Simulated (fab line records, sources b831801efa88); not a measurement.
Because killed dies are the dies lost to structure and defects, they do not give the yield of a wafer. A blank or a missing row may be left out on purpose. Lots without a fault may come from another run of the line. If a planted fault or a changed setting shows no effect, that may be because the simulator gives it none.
Chamber matching ; flow gf180mcu ; GF_V4_CVD_02 on pecvd-04: 3 sister chambers
The step deposits SiO2 from TEOS, target thk 850 nm, time 94.851 s. 3 wafers are shown with their chamber, then 11 later ones without.

## WAFERS, EACH WITH ITS CHAMBER
wafer;chamber;heater power outer w (W)
L081.3;0;357
L083.5;1;414
L085.3;2;336

## WAFERS WHOSE CHAMBER IS MISSING
wafer;heater power outer w (W)
L085.4;399
L085.6;425
L088.4;471
L088.5;444
L088.6;340
L093.4;461
L093.5;336
L093.6;317
L097.2;390
L097.3;476
L097.4;415

## WHICH CHAMBER EACH WENT THROUGH
wafer;from the rows above;in truth
L085.4;can't be placed: 1 or 0 or 2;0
L085.6;can't be placed: 1 or 0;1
L088.4;can't be placed: 1 or 0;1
L088.5;can't be placed: 1 or 0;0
L088.6;can't be placed: 2 or 0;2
L093.4;can't be placed: 1 or 0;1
L093.5;can't be placed: 2 or 0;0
L093.6;can't be placed: 2 or 0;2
L097.2;can't be placed: 1 or 0 or 2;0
L097.3;can't be placed: 1 or 0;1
L097.4;can't be placed: 1 or 0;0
0 of 11 placed correctly. From these rows, 11 cannot be placed; in 11 the true chamber is one of the candidates. 0 placed wrongly.
How it was worked out, from the rows above alone: a wafer's distance from a chamber is the root of the sum, over the readings, of the square of ((its reading less the chamber's mean) divided by the reading's scatter). If the next closest chamber is less than 2 further off than the closest, the wafer can't be placed; otherwise it belongs to the closest. Each chamber's mean is taken over the wafers shown for it. The scatter (one wafer shown for each chamber): square how far every hidden wafer sits from the nearest shown wafer, average those squares and take the square root.
